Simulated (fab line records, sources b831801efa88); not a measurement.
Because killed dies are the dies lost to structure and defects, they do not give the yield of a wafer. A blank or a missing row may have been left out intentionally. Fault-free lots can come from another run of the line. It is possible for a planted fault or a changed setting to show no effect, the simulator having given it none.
fab line records    flow sfq_line
[record] lots = 6  wafers = 18  last_day = 81
route steps=325 shown R5@213 I5@228 C5@240 M6@251 M8@325
lots that met no fault: taken from a fault-free run of the same line
start_h: hours from the record's first day to the start of the lot's first wafer shown    wait_h: hours elapsed since this lot's preceding step    " the same as in the row above    L1.1+2: several wafers, shown together as one row    - no value present, or no start provided    * or withheld: withheld    < > ~ a bound
route shown NAME@n: NAME is a module with steps in the file, n the number in the route of the first one    usual: average and standard deviation across the fault-free wafers    same: alike in all rows    chamber/n: place in a boat    sites: each site's reading    _std_site: how widely they spread, as a standard deviation    _edge_site: the outer-site mean with the inner-site mean subtracted    radius_mm: for every site, how far away it sits from the centre of the wafer    mask NAME#n: copy n    behind: the last tool/chamber to shape the wafer    hold: cause of the lot's hold/its duration in hours/its outcome    device: transistor that didn't switch, given as n, p or np    end of line: tests run on the same wafers once the route is complete    a step without rows: its recipe alone    killed: dies that structure and defects cost at the first sort, which is not the same as the wafer's yield    map: the dies of a wafer, with x for killed, . for not killed, _ for no die there
set.NAME: the setting as run; set.NAME@STEP: as run at that earlier step    model.NAME: the simulator's own value behind a step, which no gauge read
certain route steps with their lots: each step a table, each wafer a row
services: the hour from which a tool's chamber was out of use, counted from the record's first day as start_h (under 0 if before that day), plus the number of hours and why
[[steps]]
[step SFQ_TRILAYER_R5_DEP_SPUTTER_133]
[recipe] material = MoNx  base_pressure_pa = 1.33e-06  target_thk_nm = 40  power_w = 1000  time_s = 66.7  chamber_pressure_pa = 0.4
[step SFQ_TRILAYER_R5_DEP_SPUTTER_134]
[recipe] material = Ti  base_pressure_pa = 1.33e-06  target_thk_nm = 5  power_w = 2000  time_s = 5  chamber_pressure_pa = 0.4
[usual] throttle_valve_pct = 30.3/1.5
[same] time_s = 5
lot.wafer  tool            chamber  start_h  wait_h  throttle_valve_pct
L536.1     pvd_sputter-03  -        1037.16  0.0     27.9
L536.3     "               -        "        "       30.4
L536.5     "               -        "        "       30.5
L547.2     pvd_sputter-05  -        1156.08  0.0     30.1
L547.3     "               -        "        "       29.7
L547.6     "               -        "        "       29.0
L549.2     pvd_sputter-03  -        1446.96  0.0     30.3
L549.5     "               -        "        "       28.2
L549.6     "               -        "        "       32.1
L550.3     pvd_sputter-05  -        1449.16  0.0     29.0
L550.4     "               -        "        "       29.7
L550.5     "               -        "        "       30.0
L554.2     pvd_sputter-05  -        1455.16  0.0     30.0
L554.4     "               -        "        "       29.7
L554.6     "               -        "        "       30.0
L558.2     pvd_sputter-04  -        1461.96  0.0     31.4
L558.3     "               -        "        "       31.0
L558.6     "               -        "        "       32.0
[step SFQ_R5_RS_MEAS_933]
[recipe] thk_meas_gauge = four-point-probe  reads = Ti_of_TRILAYER_R5_DEP_SPUTTER_134+MoNx_of_TRILAYER_R5_DEP_SPUTTER_133+Ti_of_TRILAYER_R5_DEP_SPUTTER_132
[usual] R5_MONX_RS = 7.03/0.068
lot.wafer  tool           chamber  start_h  wait_h  R5_MONX_RS[ohm/sq]
L536.1     film_metro-02  -        1037.18  0.0     7.07
L536.3     "              -        "        "       6.91
L536.5     "              -        "        "       6.91
L547.2     film_metro-04  -        1156.12  0.0     7.09
L547.3     "              -        "        "       7.09
L547.6     "              -        "        "       7.02
L549.2     film_metro-03  -        1447.00  0.0     7.00
L549.5     "              -        "        "       6.98
L549.6     "              -        "        "       6.94
L550.3     film_metro-03  -        1449.22  0.0     7.02
L550.4     "              -        "        "       7.01
L550.5     "              -        "        "       7.03
L554.2     film_metro-03  -        1455.20  0.0     6.93
L554.4     "              -        "        "       6.97
L554.6     "              -        "        "       6.91
L558.2     film_metro-03  -        1462.00  0.0     7.05
L558.3     "              -        "        "       7.12
L558.6     "              -        "        "       7.02
[step SFQ_R5_THK_MEAS_934]
[recipe] thk_meas_gauge = xrf  reads = MoNx_of_TRILAYER_R5_DEP_SPUTTER_133
[usual] R5_MONX_THK = 40.6/0.39
lot.wafer  tool           chamber  start_h  wait_h  R5_MONX_THK[nm]
L536.1     film_metro-02  -        1037.30  0.1     40.2
L536.3     "              -        "        "       41.2
L536.5     "              -        "        "       41.0
L547.2     film_metro-04  -        1156.23  0.1     40.2
L547.3     "              -        "        "       40.6
L547.6     "              -        "        "       40.9
L549.2     film_metro-03  -        1447.11  0.1     40.4
L549.5     "              -        "        "       40.8
L549.6     "              -        "        "       40.8
L550.3     film_metro-03  -        1449.32  0.1     40.9
L550.4     "              -        "        "       40.9
L550.5     "              -        "        "       40.5
L554.2     film_metro-03  -        1455.31  0.1     41.4
L554.4     "              -        "        "       40.9
L554.6     "              -        "        "       41.2
L558.2     film_metro-03  -        1462.11  0.1     40.6
L558.3     "              -        "        "       40.0
L558.6     "              -        "        "       40.0
[step SFQ_TRILAYER_R5_LITHO_COAT_141]
[recipe] resist = BARC  spin_rpm = 3000  resist_thk_nm = 62
[step SFQ_TRILAYER_R5_LITHO_COAT_136]
[recipe] resist = KrF  spin_rpm = 3000  resist_thk_nm = 600
[step SFQ_TRILAYER_R5_LITHO_SOFTBAKE_140]
[recipe] temp_c = withheld  time_s = withheld  resist = KrF
[step SFQ_TRILAYER_R5_LITHO_EXPOSE_137]
[recipe] mask_id = R5  na = 0.6  source_shape = conventional  sigma_outer = 0.65  target_cd_nm = 500  dose_mj = 14.4
[step SFQ_TRILAYER_R5_LITHO_PEB_139]
[recipe] peb_temp_c = 115  peb_time_s = 60  resist = KrF
[step SFQ_TRILAYER_R5_LITHO_DEVELOP_138]
[recipe] time_s = 60  resist = KrF
[step SFQ_R5_OVL_MEAS_935]
[usual] R5_OVL = 0/4.6
lot.wafer  tool        chamber  start_h  wait_h  R5_OVL[nm]
L536.1     overlay-01  -        1108.13  0.1     5
L536.3     "           -        "        "       1
L536.5     "           -        "        "       5
L547.2     overlay-01  -        1187.25  0.1     -10
L547.3     "           -        "        "       3
L547.6     "           -        "        "       -3
L549.2     overlay-01  -        1449.82  0.1     0
L549.5     "           -        "        "       4
L549.6     "           -        "        "       1
L550.3     overlay-01  -        1456.15  0.1     13
L550.4     "           -        "        "       2
L550.5     "           -        "        "       9
L554.2     overlay-02  -        1539.70  0.1     0
L554.4     "           -        "        "       -2
L554.6     "           -        "        "       1
L558.2     overlay-02  -        1545.70  0.1     -7
L558.3     "           -        "        "       -4
L558.6     "           -        "        "       -2
[step SFQ_TRILAYER_R5_BARC_OPEN_METAL_ETCH_177]
[recipe] mask_material = PR  chemistry = O2  target_depth_nm = 125  target = BARC  icp_w = 600  bias_w = 80  pressure_mtorr = 10  time_s = 41.7
[usual] drypump_motor_current_A = 5.9/0.3  oes_product_au = 0.686/0.0049  rf_fwd_power_W = 593.4/2.2
[same] time_s = 41.7
lot.wafer  tool          chamber  start_h  wait_h  drypump_motor_current_A  oes_product_au  rf_fwd_power_W  rf_hours_counter_h
L536.1     rie_metal-01  0        1108.17  0.0     5.8                      0.681           598.2           21
L536.3     "             1        "        "       5.8                      0.683           594.4           -
L536.5     "             0        "        "       5.8                      0.683           597.2           -
L547.2     rie_metal-04  0        1187.28  0.0     6.3                      0.690           589.5           88
L547.3     "             1        "        "       5.7                      0.688           592.6           -
L547.6     "             1        "        "       5.7                      0.689           593.8           -
L549.2     rie_metal-04  0        1449.85  0.0     6.3                      0.685           591.3           130
L549.5     "             0        "        "       6.3                      0.688           591.9           -
L549.6     "             1        "        "       5.7                      0.679           594.3           -
L550.3     rie_metal-04  1        1456.19  0.0     5.7                      0.693           595.6           -
L550.4     "             0        "        "       6.3                      0.687           589.7           -
L550.5     "             1        "        "       5.7                      0.691           593.6           -
L554.2     rie_metal-01  0        1539.73  0.0     5.8                      0.687           596.4           86
L554.4     "             1        "        "       5.7                      0.688           595.2           -
L554.6     "             0        "        "       5.8                      0.690           594.7           -
L558.2     rie_metal-01  1        1545.73  0.0     5.7                      0.686           590.4           116
L558.3     "             1        "        "       5.7                      0.691           590.9           -
L558.6     "             0        "        "       5.8                      0.688           593.5           -
[step SFQ_TRILAYER_R5_ETCH_METAL_ETCH_139]
[recipe] stop_on = SiO2  mask_material = PR  chemistry = Cl2  target_depth_nm = 60  icp_w = 600  bias_w = 80  pressure_mtorr = 10  time_s = 40
[usual] drypump_motor_current_A = 5.9/0.3  oes_product_au = 0.991/0.0057  rf_fwd_power_W = 593.2/2.5
[same] time_s = 40
lot.wafer  tool          chamber  start_h  wait_h  drypump_motor_current_A  oes_product_au  rf_fwd_power_W  rf_hours_counter_h  model.etch.depth_nm  model.R5.feature_depth_nm  model.KrF_of_TRILAYER_R5_LITHO_COAT_136.thk_nm
L536.1     rie_metal-01  0        1108.22  0.0     5.8                      0.990           595.7           21                  59.7                 59.7                       497.4
L536.3     "             1        "        "       5.7                      0.987           591.2           -                   58.85                58.85                      501.6
L536.5     "             0        "        "       5.8                      0.981           595.8           -                   59.93                59.93                      497.1
L547.2     rie_metal-04  0        1187.34  0.0     6.3                      0.996           589.8           88                  60                   60                         501.2
L547.3     "             1        "        "       5.7                      0.989           589.1           -                   60                   60                         502.6
L547.6     "             1        "        "       5.7                      0.993           588.9           -                   59.49                59.49                      500.2
L549.2     rie_metal-04  0        1449.91  0.0     6.3                      0.924           496.9           130                 52.3                 52.3                       500.4
L549.5     "             0        "        "       6.3                      0.925           497.1           -                   52.21                52.21                      499.6
L549.6     "             1        "        "       5.7                      0.916           495.2           -                   51.75                51.75                      501.6
L550.3     rie_metal-04  1        1456.25  0.0     5.7                      0.922           498.5           -                   52.18                52.18                      501.7
L550.4     "             0        "        "       6.3                      0.923           493.7           -                   52.38                52.38                      500.5
L550.5     "             1        "        "       5.7                      0.913           494.6           -                   51.84                51.84                      502.8
L554.2     rie_metal-01  0        1539.79  0.0     5.8                      0.989           595.9           86                  60                   60                         497.9
L554.4     "             1        "        "       5.7                      0.992           593.7           -                   59.36                59.36                      501.6
L554.6     "             0        "        "       5.8                      1.006           595.1           -                   60                   60                         499.9
L558.2     rie_metal-01  1        1545.79  0.0     5.7                      0.992           595.5           116                 59.98                59.98                      498
L558.3     "             1        "        "       5.7                      0.991           591.9           -                   59.52                59.52                      499.8
L558.6     "             0        "        "       5.8                      0.992           593.8           -                   60                   60                         497.2
[step SFQ_TRILAYER_R5_STRIP_STRIP_140]
[recipe] gas = O2  power_w = 200  platen_temp_c = 40  overash_fraction = 0.65  chemistry = O2  pressure_mtorr = 50
[step SFQ_TRILAYER_R5_STRIP_SOLV_CLEAN_141]
[recipe] chemistry = NMP  temp_c = 70  time_s = 600
[step SFQ_TRILAYER_A5C_DEP_PECVD_142]
[recipe] material = SiO2  temp_c = 150  time_s = 15.556  pressure_torr = 2.4  rf_w = 183.3  precursor = SiH4/N2O  target_thk_nm = 70
[step SFQ_TRILAYER_I5_LITHO_COAT_149]
[recipe] resist = BARC  spin_rpm = 3000  resist_thk_nm = 62
[step SFQ_TRILAYER_I5_LITHO_COAT_144]
[recipe] resist = KrF  spin_rpm = 3000  resist_thk_nm = 650
[step SFQ_TRILAYER_I5_LITHO_SOFTBAKE_148]
[recipe] temp_c = withheld  time_s = withheld  resist = KrF
[step SFQ_TRILAYER_I5_LITHO_EXPOSE_145]
[recipe] mask_id = I5  na = 0.6  source_shape = conventional  sigma_outer = 0.65  target_cd_nm = 700  dose_mj = 21.3
[step SFQ_TRILAYER_I5_LITHO_PEB_147]
[recipe] peb_temp_c = 115  peb_time_s = 60  resist = KrF
[step SFQ_TRILAYER_I5_LITHO_DEVELOP_146]
[recipe] time_s = 60  resist = KrF
[step SFQ_I5_OVL_MEAS_936]
[usual] I5_OVL = 1/5.6
lot.wafer  tool        chamber  start_h  wait_h  I5_OVL[nm]
L536.1     overlay-02  -        1232.84  0.1     7
L536.3     "           -        "        "       6
L536.5     "           -        "        "       6
L547.2     overlay-02  -        1300.31  0.1     -1
L547.3     "           -        "        "       2
L547.6     "           -        "        "       0
L549.2     overlay-02  -        1462.78  0.1     6
L549.5     "           -        "        "       -1
L549.6     "           -        "        "       6
L550.3     overlay-01  -        1463.99  0.1     -6
L550.4     "           -        "        "       -6
L550.5     "           -        "        "       -1
L554.2     overlay-01  -        1634.72  0.1     1
L554.4     "           -        "        "       7
L554.6     "           -        "        "       1
L558.2     overlay-01  -        1640.72  0.1     1
L558.3     "           -        "        "       -1
L558.6     "           -        "        "       -5
[step SFQ_TRILAYER_I5_BARC_OPEN_VIA_ETCH_200]
[recipe] mask_material = PR  chemistry = O2  target_depth_nm = 125  target = BARC  source_w = 500  bias_w = 80  pressure_mtorr = 30  time_s = 41.7
[usual] drypump_motor_current_A = 5.7/0.62  oes_product_au = 0.685/0.0048  rf_fwd_power_W = 494.7/1.9
[same] time_s = 41.7
lot.wafer  tool         chamber  start_h  wait_h  drypump_motor_current_A  oes_product_au  rf_fwd_power_W  rf_hours_counter_h
L536.1     rie_diel-03  1        1232.88  0.0     5.6                      0.682           494.4           17
L536.3     "            3        "        "       5.0                      0.690           494.8           13
L536.5     "            0        "        "       6.4                      0.687           495.7           -
L547.2     rie_diel-01  1        1300.34  0.0     4.8                      0.689           495.8           13
L547.3     "            0        "        "       6.6                      0.686           494.8           15
L547.6     "            3        "        "       4.9                      0.685           492.4           -
L549.2     rie_diel-04  1        1462.81  0.0     5.4                      0.683           494.0           14
L549.5     "            3        "        "       5.5                      0.682           494.9           -
L549.6     "            1        "        "       5.4                      0.680           495.1           -
L550.3     rie_diel-03  1        1464.01  0.0     5.6                      0.673           496.2           20
L550.4     "            1        "        "       5.6                      0.680           497.7           -
L550.5     "            0        "        "       6.4                      0.693           495.5           -
L554.2     rie_diel-01  2        1634.75  0.0     5.1                      0.680           496.0           2
L554.4     "            1        "        "       4.8                      0.689           498.8           18
L554.6     "            3        "        "       4.9                      0.691           494.0           -
L558.2     rie_diel-04  1        1640.75  0.0     5.4                      0.691           496.7           17
L558.3     "            2        "        "       6.1                      0.681           492.4           18
L558.6     "            1        "        "       5.4                      0.681           499.0           -
[step SFQ_TRILAYER_I5_ETCH_VIA_ETCH_147]
[recipe] stop_on = Nb  mask_material = PR  chemistry = CHF3  target_depth_nm = 360  source_w = 500  bias_w = 80  pressure_mtorr = 30  time_s = withheld
[step SFQ_TRILAYER_I5_STRIP_STRIP_148]
[recipe] gas = O2  power_w = 200  platen_temp_c = 40  overash_fraction = 0.65  chemistry = O2  pressure_mtorr = 50
[step SFQ_TRILAYER_I5_STRIP_SOLV_CLEAN_149]
[recipe] chemistry = NMP  temp_c = 70  time_s = 600
[step SFQ_TRILAYER_C5_LITHO_COAT_156]
[recipe] resist = BARC  spin_rpm = 3000  resist_thk_nm = 62
[step SFQ_TRILAYER_C5_LITHO_COAT_151]
[recipe] resist = KrF  spin_rpm = 3000  resist_thk_nm = 650
[step SFQ_TRILAYER_C5_LITHO_SOFTBAKE_155]
[recipe] temp_c = withheld  time_s = withheld  resist = KrF
[step SFQ_TRILAYER_C5_LITHO_EXPOSE_152]
[recipe] mask_id = C5  na = 0.6  source_shape = conventional  sigma_outer = 0.65  target_cd_nm = 500  dose_mj = 21.3
[step SFQ_TRILAYER_C5_LITHO_PEB_154]
[recipe] peb_temp_c = 115  peb_time_s = 60  resist = KrF
[step SFQ_TRILAYER_C5_LITHO_DEVELOP_153]
[recipe] time_s = 60  resist = KrF
[step SFQ_C5_OVL_MEAS_937]
[usual] C5_OVL = -2/4.8
lot.wafer  tool        chamber  start_h  wait_h  C5_OVL[nm]
L536.1     overlay-02  -        1236.09  0.1     1
L536.3     "           -        "        "       -3
L536.5     "           -        "        "       -2
L547.2     overlay-01  -        1303.71  0.1     -4
L547.3     "           -        "        "       -6
L547.6     "           -        "        "       -8
L549.2     overlay-02  -        1548.10  0.1     7
L549.5     "           -        "        "       3
L549.6     "           -        "        "       5
L550.3     overlay-01  -        1550.51  0.1     -6
L550.4     "           -        "        "       -4
L550.5     "           -        "        "       -12
L554.2     overlay-01  -        1655.28  0.1     -5
L554.4     "           -        "        "       -5
L554.6     "           -        "        "       -1
L558.2     overlay-01  -        1663.68  0.1     2
L558.3     "           -        "        "       -3
L558.6     "           -        "        "       4
[step SFQ_TRILAYER_C5_BARC_OPEN_VIA_ETCH_210]
[recipe] mask_material = PR  chemistry = O2  target_depth_nm = 125  target = BARC  source_w = 500  bias_w = 80  pressure_mtorr = 30  time_s = 41.7
[usual] drypump_motor_current_A = 5.6/0.66  oes_product_au = 0.685/0.0045  rf_fwd_power_W = 494.7/2
[same] time_s = 41.7
lot.wafer  tool         chamber  start_h  wait_h  drypump_motor_current_A  oes_product_au  rf_fwd_power_W  rf_hours_counter_h
L536.1     rie_diel-02  3        1236.13  0.0     6.2                      0.681           492.9           17
L536.3     "            1        "        "       5.4                      0.681           491.5           11
L536.5     "            1        "        "       5.4                      0.687           490.8           -
L547.2     rie_diel-01  1        1303.74  0.0     4.8                      0.689           492.9           14
L547.3     "            3        "        "       4.8                      0.687           492.9           10
L547.6     "            2        "        "       5.1                      0.686           496.1           -
L549.2     rie_diel-01  2        1548.13  0.0     5.1                      0.685           495.3           1
L549.5     "            2        "        "       5.1                      0.690           496.8           -
L549.6     "            1        "        "       4.8                      0.682           493.4           -
L550.3     rie_diel-03  3        1550.53  0.0     5.0                      0.687           493.7           18
L550.4     "            0        "        "       6.4                      0.691           493.0           -
L550.5     "            3        "        "       5.0                      0.690           497.4           -
L554.2     rie_diel-03  0        1655.31  0.0     6.4                      0.685           496.5           10
L554.4     "            1        "        "       5.6                      0.683           495.5           1
L554.6     "            0        "        "       6.4                      0.687           495.4           -
L558.2     rie_diel-02  2        1663.71  0.0     5.4                      0.677           498.6           20
L558.3     "            0        "        "       6.4                      0.683           494.8           12
L558.6     "            3        "        "       6.3                      0.689           493.6           -
[step SFQ_TRILAYER_C5_ETCH_VIA_ETCH_154]
[recipe] target = SiO2  mask_material = PR  chemistry = CHF3  target_depth_nm = 84  source_w = 500  bias_w = 80  pressure_mtorr = 30  time_s = withheld  stop_on = Nb
[step SFQ_TRILAYER_C5_STRIP_STRIP_155]
[recipe] gas = O2  power_w = 200  platen_temp_c = 40  overash_fraction = 0.65  chemistry = O2  pressure_mtorr = 50
[usual] drypump_motor_current_A = 5.9/0.39  oes_product_au = 1.005/0.0094
lot.wafer  tool          chamber  start_h  wait_h  drypump_motor_current_A  oes_product_au  rf_hours_counter_h
L536.1     rie_metal-03  0        1236.22  -       5.5                      0.996           56
L536.3     "             1        "        "       6.3                      1.005           -
L536.5     "             1        "        "       6.3                      1.009           -
L547.2     rie_metal-03  1        1303.82  -       6.3                      0.997           32
L547.3     "             0        "        "       5.6                      1.002           -
L547.6     "             0        "        "       5.6                      0.977           -
L549.2     rie_metal-03  1        1548.22  -       6.3                      1.002           64
L549.5     "             0        "        "       5.5                      1.003           -
L549.6     "             1        "        "       6.3                      1.001           -
L550.3     rie_metal-02  1        1550.82  -       5.2                      1.013           -
L550.4     "             0        "        "       6.5                      1.018           -
L550.5     "             1        "        "       5.2                      1.011           -
L554.2     rie_metal-03  0        1655.40  -       5.6                      1.010           115
L554.4     "             0        "        "       5.5                      1.005           -
L554.6     "             0        "        "       5.5                      1.002           -
L558.2     rie_metal-03  1        1664.00  -       6.2                      1.004           -
L558.3     "             1        "        "       6.3                      1.014           -
L558.6     "             1        "        "       6.3                      1.009           -
[step SFQ_TRILAYER_C5_STRIP_SOLV_CLEAN_156]
[recipe] chemistry = NMP  temp_c = 70  time_s = 600
[step SFQ_TRILAYER_M6_DEP_PRE_CLEAN_158]
[recipe] gas = Ar  time_s = 22.5  bias_v = 250
[step SFQ_TRILAYER_M6_DEP_SPUTTER_157]
[recipe] material = Nb  base_pressure_pa = 1.33e-06  chamber_pressure_pa = 0.1333  substrate_temp_c = 20  target_thk_nm = 200  power_w = 2000  time_s = 133.3
[step SFQ_M6_RS_MEAS_938]
[recipe] thk_meas_gauge = four-point-probe  reads = Nb_of_TRILAYER_M6_DEP_SPUTTER_157
[usual] M6_NB_RS = 0.887/0.01
lot.wafer  tool           chamber  start_h  wait_h  M6_NB_RS[ohm/sq]
L536.1     film_metro-02  -        1237.33  0.0     0.897
L536.3     "              -        "        "       0.895
L536.5     "              -        "        "       0.892
L547.2     film_metro-02  -        1304.74  0.1     0.887
L547.3     "              -        "        "       0.883
L547.6     "              -        "        "       0.889
L549.2     film_metro-01  -        1549.14  0.1     0.868
L549.5     "              -        "        "       0.874
L549.6     "              -        "        "       0.886
L550.3     film_metro-02  -        1551.56  0.1     0.869
L550.4     "              -        "        "       0.859
L550.5     "              -        "        "       0.861
L554.2     film_metro-03  -        1656.31  0.1     0.888
L554.4     "              -        "        "       0.897
L554.6     "              -        "        "       0.900
L558.2     film_metro-03  -        1665.31  0.1     0.888
L558.3     "              -        "        "       0.898
L558.6     "              -        "        "       0.899
[step SFQ_M8_BOW_MEAS_951]
[recipe] mode = bow
[usual] M8_BOW = 7/12
lot.wafer  tool           chamber  start_h  wait_h  M8_BOW[um]  model.etest.r5.comb_log10_ohm
L536.1     film_metro-01  -        1625.20  0.0     -12         12
L536.3     "              -        "        "       -14         12
L536.5     "              -        "        "       -10         12
L547.2     film_metro-02  -        1785.65  0.0     16          12
L547.3     "              -        "        "       15          12
L547.6     "              -        "        "       4           12
L549.2     film_metro-02  -        1795.25  0.0     0           0
L549.5     "              -        "        "       6           0
L549.6     "              -        "        "       5           0
L550.3     film_metro-02  -        1797.67  0.0     20          0
L550.4     "              -        "        "       20          0
L550.5     "              -        "        "       12          0
L554.2     film_metro-03  -        1919.24  0.0     1           12
L554.4     "              -        "        "       15          12
L554.6     "              -        "        "       0           12
L558.2     film_metro-03  -        1934.07  0.0     -9          12
L558.3     "              -        "        "       3           12
L558.6     "              -        "        "       0           12
[[services]]
tool          chamber  start_h  hours  kind
rie_diel-03   1        1031.15  6.3    repair
rie_metal-01  -        1037.22  4.5    repair
rie_diel-01   0        1088.97  4.0    repair
rie_metal-03  -        1118.96  0.3    repair
rie_diel-01   -        1130.29  1.8    repair
rie_diel-01   1        1208.73  3.7    repair
rie_diel-01   0        1218.91  3.2    repair
rie_diel-03   0        1242.92  4.4    repair
rie_diel-03   2        1248.76  3.5    repair
rie_diel-03   0        1249.19  4.9    repair
rie_diel-03   3        1254.10  6.9    repair
rie_metal-01  1        1255.69  4.8    repair
rie_metal-04  -        1313.00  1.2    repair
rie_diel-01   -        1345.32  0.5    repair
rie_diel-03   2        1356.07  11.3   repair
rie_metal-01  -        1422.01  0.2    repair
rie_metal-03  -        1435.74  28.1   pm
rie_metal-01  -        1440.84  1.4    pm
rie_metal-03  1        1490.74  13.0   repair
rie_metal-04  -        1576.27  0.4    repair
rie_metal-01  -        1634.47  2.8    pm
rie_metal-01  0        1641.37  4.1    repair
rie_metal-03  -        1649.64  4.3    pm
rie_metal-03  0        1660.05  4.1    repair
[[key]]
[first_sign] step = SFQ_TRILAYER_R5_ETCH_METAL_ETCH_139  reading = rf_fwd_power_W  direction = down  sigmas = 38  usual = 593.2  struck = 496.0
[effect] step = SFQ_TRILAYER_R5_ETCH_METAL_ETCH_139  reading = oes_product_au  direction = down  sigmas = 12  usual = 0.991  struck = 0.921
[model_effect] step = SFQ_TRILAYER_R5_ETCH_METAL_ETCH_139  value = etch.depth_nm  without = 60  struck = 52.11
[model_effect] step = SFQ_M8_BOW_MEAS_951  value = etest.r5.comb_log10_ohm  without = 12  struck = 0
met_at SFQ_TRILAYER_R5_ETCH_METAL_ETCH_139
struck_wafers L549.2,L549.5,L549.6,L550.3,L550.4,L550.5
onset_between 1187.34 1449.91
[fault] kind = process_parameter_drift  tool = rie_metal-04  chamber = -  onset_h = 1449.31  steps = SFQ_TRILAYER_R5_ETCH_METAL_ETCH_139  channel = icp_w  offset = -96  shape = step  end_h = 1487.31  acts_in = these_recipes_only  stated = 600
